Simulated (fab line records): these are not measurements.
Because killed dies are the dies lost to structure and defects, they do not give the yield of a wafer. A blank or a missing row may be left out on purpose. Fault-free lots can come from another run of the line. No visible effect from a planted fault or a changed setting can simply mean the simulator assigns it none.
Split-lot trial -- flow sfqLine -- on a route of 325 steps: 5 lots, 19 wafers read

ABOUT THE SPLIT
At SFQ_TRILAYER_M4_ETCH_METAL_ETCH_096 (etches Nb in Cl2/Ar, stops on SiO2, target depth 240 nm, time 120 s), the setting timeS was moved away from the recipe's 120 s on 7 of the 19 wafers read, by -8.9% to +10.2%. The other wafers ran this setting at the recipe's value.

Reading taken at the split's own step.

THE READING
KrF_of_TRILAYER_M4_LITHO_COAT_093.thkNm (the simulator's own value, which no gauge read), in nm, at SFQ_TRILAYER_M4_ETCH_METAL_ETCH_096 (etches Nb in Cl2/Ar, stops on SiO2, target depth 240 nm, time 120 s). No usual value for it is given in the file. The 12 wafers here that ran the recipe average 380.1 nm, standard deviation 1.8 nm.

wafer,"tool, chamber at the split","timeS as run, s",against the recipe,"KrF_of_TRILAYER_M4_LITHO_COAT_093.thkNm, nm",against lot-mates on the recipe
L074.2,"rieMetal-04, 1",109.5,-8.8%,393.1,+12.1
L074.3,"rieMetal-04, 1",109.5,-8.8%,393.7,+12.7
L074.4,"rieMetal-04, 0",120,recipe,381.2,-
L074.5,"rieMetal-04, 0",109.5,-8.8%,392,+11.0
L074.6,"rieMetal-04, 1",120,recipe,380.9,-
L075.1,"rieMetal-01, 1",120,recipe,377.9,-
L075.3,"rieMetal-01, 0",129.8,+8.2%,369.2,-9.1
L075.4,"rieMetal-01, 1",120,recipe,378.6,-
L078.1,"rieMetal-01, 1",120,recipe,377.1,-
L078.2,"rieMetal-01, 0",120,recipe,382.3,-
L078.6,"rieMetal-01, 0",120,recipe,382.9,-
L080.2,"rieMetal-03, 1",120,recipe,381.3,-
L080.4,"rieMetal-03, 0",132.2,+10.2%,365.4,-14.4
L080.5,"rieMetal-03, 1",120,recipe,378.3,-
L084.1,"rieMetal-01, 1",120,recipe,380.9,-
L084.3,"rieMetal-01, 1",109.3,-8.9%,393.2,+13.0
L084.4,"rieMetal-01, 1",120,recipe,379.1,-
L084.5,"rieMetal-01, 1",109.3,-8.9%,392.7,+12.5
L084.6,"rieMetal-01, 1",120,recipe,380.5,-

THE FIT
A straight line over all 19 wafers: KrF_of_TRILAYER_M4_LITHO_COAT_093.thkNm changes by -1.44 nm for each +1% of timeS; r = -0.98; the points scatter about the line by 1.5 nm.
The same after taking each lot's own level away (the mean of its wafers on the recipe; 19 wafers): -1.35 nm for each +1%; r = -0.98; scatter 1.4 nm.
Per that fit: largest timeS move, reading shift of 14 nm.
The lots' own levels span 378.25 to 381.05 nm, that is 1.6 times the standard deviation above.
Hence the lot-to-lot level has little effect on the slope; both slopes agree.
Check: -13.3 nm against its lot-mates is what the line predicts for one of the wafers moved furthest among these (+10.2%) when that wafer is left out of the fit. It came out at -14.4 nm against them.

OTHER SPLITS APPLIED TO THESE WAFERS
These wafers also went through other splits before the reading. Each is held against what the fit with the lots' levels taken away leaves over:
other split on the same wafers,wafers away from the commonest value,r with KrF_of_TRILAYER_M4_LITHO_COAT_093.thkNm (lot level and that fit taken away)
SFQ_TRILAYER_M2_LITHO_EXPOSE_058 doseMj,9,+0.28
SFQ_TRILAYER_I2_DEP_PECVD_063 timeS,8,-0.11
SFQ_TRILAYER_I2_VIA_LITHO_EXPOSE_068 doseMj,5,+0.11
SFQ_TRILAYER_M3_LITHO_PEB_078 pebTimeS,9,-0.07
SFQ_TRILAYER_M3_ETCH_METAL_ETCH_078 icpW,7,-0.11
SFQ_TRILAYER_I3_VIA_LITHO_PEB_088 pebTempC,3,+0.02
SFQ_TRILAYER_M4_DEP_SPUTTER_091 timeS,3,+0.08
SFQ_TRILAYER_M4_LITHO_PEB_096 pebTempC,8,-0.27

THE FILE'S OWN FIT
KrF_of_TRILAYER_M4_LITHO_COAT_093.thkNm changes by -1.36 nm for each +1% of timeS, r = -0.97.
